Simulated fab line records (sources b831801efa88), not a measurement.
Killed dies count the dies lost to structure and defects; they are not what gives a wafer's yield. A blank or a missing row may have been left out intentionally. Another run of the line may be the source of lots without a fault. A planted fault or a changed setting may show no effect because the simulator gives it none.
Struck lot and sound lot, side by side -- flow sky130 -- 43 steps out of a route of 708
Sound: the wafers L835.1, L835.2, L835.5. Wafers struck: L838.2, L838.3, L838.5. At the end, the cause is stated.
Per side, at each step with rows, come the tool, then ch with its chambers, and then its first start. Under that, the readings that differ: sound wafers -- struck wafers -- difference of the means -- sigmas: that difference in standard deviations of wafers without a fault.
alike: same words and numbers on both sides, and readings whose means sit less than 2 such deviations apart. not compared: any withheld reading, any reading some wafer has no value for, any bound like >300 that may hide the same value, and any number with overlapping values for which the record gives no deviation.
A row with sigmas, a row that says differs or no value, or rows on one side alone: a step with any of these is where the two part. Numbers that don't overlap but have no deviation are shown without sigmas and don't part them. A reading missing from all wafers of one side parts the sides only when that side holds two or more wafers.

SKY_SPACER_THK_MEAS_01:
  struck on film metro-01, day 27 12:07; sound on film metro-02, day 26 05:26
  alike: SPACER_CVD_00_THK
SKY_SPACER_ETCHBACK_02: etches Si3N4 in CH3F/O2, stops on SiO2, time 46.7 s, target depth 45 nm.
  sound on rie diel-03 ch 2,3, day 26 05:30; struck on rie diel-03 ch 1,2,3, day 27 12:10
  alike: drypump motor current A, oes product au, throttle valve pct
  not compared: rf hours counter h
then, 8 steps without rows for these wafers: SKY_POLY_CUT_DEHYDRATE_00 (time 60 s); SKY_POLY_CUT_HMDS_01 (prime time 60 s); SKY_POLY_CUT_COAT_02 (resist thk 60 nm); SKY_POLY_CUT_COAT_03 (resist thk 450 nm); SKY_POLY_CUT_SOFTBAKE_04 (time 90 s); SKY_POLY_CUT_EXPOSE_05 (exposes mask NPCM, target cd 270 nm); SKY_POLY_CUT_PEB_06; SKY_POLY_CUT_DEVELOP_07 (develop time 60 s).
SKY_POLY_CUT_CD_MEAS_08: target cd 270 nm.
  struck on cd sem-02, day 28 18:13; sound on cd sem-01, day 27 10:45
  alike: cd nm
SKY_POLY_CUT_OVL_MEAS_09:
  struck on overlay-02, day 28 18:20; sound on overlay-01, day 27 10:52
  alike: POLY_CUT_OVL
SKY_POLY_CUT_ETCH_10: etches BARC in N2/H2, stops on SiO2, time 45.9 s, target depth 60 nm.
  sound on rie diel-03 ch 2,3, day 27 10:55; struck on rie diel-03 ch 0,1, day 28 18:22
  alike: drypump motor current A, oes product au, throttle valve pct
  not compared: rf hours counter h
SKY_POLY_CUT_ETCH_11: etches Si3N4 in CF4/CH2F2/Ar, stops on poly-Si, time 42.5 s, target depth 60 nm.
  sound on rie diel-03 ch 2,3, day 27 10:57; struck on rie diel-03 ch 0,1, day 28 18:24
  alike: drypump motor current A, oes product au, throttle valve pct
  not compared: rf hours counter h
SKY_POLY_CUT_STRIP_12: strips in O2/N2.
  sound on plasma asher-03 ch 0,1, day 27 10:59; struck on plasma asher-01 ch 0,1, day 28 18:26
  alike: drypump motor current A, oes product au, strip time to endpoint s
  not compared: rf hours counter h
then, 7 steps without rows for these wafers: SKY_SD_P_DEHYDRATE_00 (time 60 s); SKY_SD_P_HMDS_01 (prime time 60 s); SKY_SD_P_COAT_02 (resist thk 1140 nm); SKY_SD_P_SOFTBAKE_03 (time 60 s); SKY_SD_P_EXPOSE_04 (exposes mask PSDM, target cd 380 nm); SKY_SD_P_PEB_05; SKY_SD_P_DEVELOP_06 (develop time 60 s).
SKY_SD_P_CD_MEAS_07: target cd 380 nm.
  struck on cd sem-02, day 29 22:45; sound on cd sem-01, day 28 16:00
reading,sound,struck,difference,sigmas
cd nm (nm),382.8 384.6 382.1,378.5 378.3 378.6,-4.7,-2
SKY_SD_P_OVL_MEAS_08:
  struck on overlay-01, day 29 22:52; sound on overlay-01, day 28 16:07
  alike: SD_P_OVL
then, 1 step without rows for these wafers: SKY_SD_P_IMPLANT_09.
SKY_SD_P_STRIP_10: strips in O2/N2.
  sound on plasma asher-02 ch 0,1, day 28 16:19; struck on plasma asher-03 ch 0,1, day 29 23:02
  alike: drypump motor current A, oes product au, strip time to endpoint s
  not compared: rf hours counter h
SKY_SD_P_TW_MEAS_11:
  struck on film metro-04, day 29 23:09; sound on film metro-04, day 28 16:25
  alike: SD_P_TW
then, 8 steps without rows for these wafers: SKY_RES_XHIGH_DEHYDRATE_00 (time 60 s); SKY_RES_XHIGH_HMDS_01 (prime time 60 s); SKY_RES_XHIGH_COAT_02 (resist thk 1140 nm); SKY_RES_XHIGH_SOFTBAKE_03 (time 60 s); SKY_RES_XHIGH_EXPOSE_04 (exposes mask URPM, target cd 1270 nm); SKY_RES_XHIGH_PEB_05; SKY_RES_XHIGH_DEVELOP_06 (develop time 60 s); SKY_RES_XHIGH_IMPLANT_07.
SKY_RES_XHIGH_STRIP_08: strips in O2/N2.
  sound on plasma asher-01 ch 0,1, day 29 21:07; struck on plasma asher-03 ch 0,1, day 31 03:04
  alike: drypump motor current A, oes product au, strip time to endpoint s
  not compared: rf hours counter h
SKY_RES_XHIGH_TW_MEAS_09:
  struck on film metro-02, day 31 03:10; sound on film metro-03, day 29 21:13
  alike: RES_XHIGH_TW
then, 5 steps without rows for these wafers: SKY_SD_N_DEHYDRATE_00 (time 60 s); SKY_SD_N_HMDS_01 (prime time 60 s); SKY_SD_N_COAT_02 (resist thk 1140 nm); SKY_SD_N_SOFTBAKE_03 (time 60 s); SKY_SD_N_EXPOSE_04 (exposes mask NSDM, target cd 380 nm).
-- here the record skips 18 days between the struck wafers' starts before and after, leaving off in module SD_N and picking up in module PAD_OPEN (first step shown: number 708 of the route) --
SKY_PAD_OPEN_PROBE_99:
  struck on prober-02, day 48 22:32; sound on prober-02, day 48 02:42
reading,sound,struck,difference,sigmas
killed_at_M0_to_M3,55 38 42,26 31 36,-14,-2
killed at front end,13 19 13,72 68 86,+60,+14
killed dies,101 85 79,129 126 148,+46,+5
  alike: killed_at_M4_up, killed at contacts, killed at other, killed open, killed short

== WHERE THEY PART ==
At SKY_SD_P_CD_MEAS_07 first; at SKY_PAD_OPEN_PROBE_99 last (within this record only).

WHY: what the simulator had put in
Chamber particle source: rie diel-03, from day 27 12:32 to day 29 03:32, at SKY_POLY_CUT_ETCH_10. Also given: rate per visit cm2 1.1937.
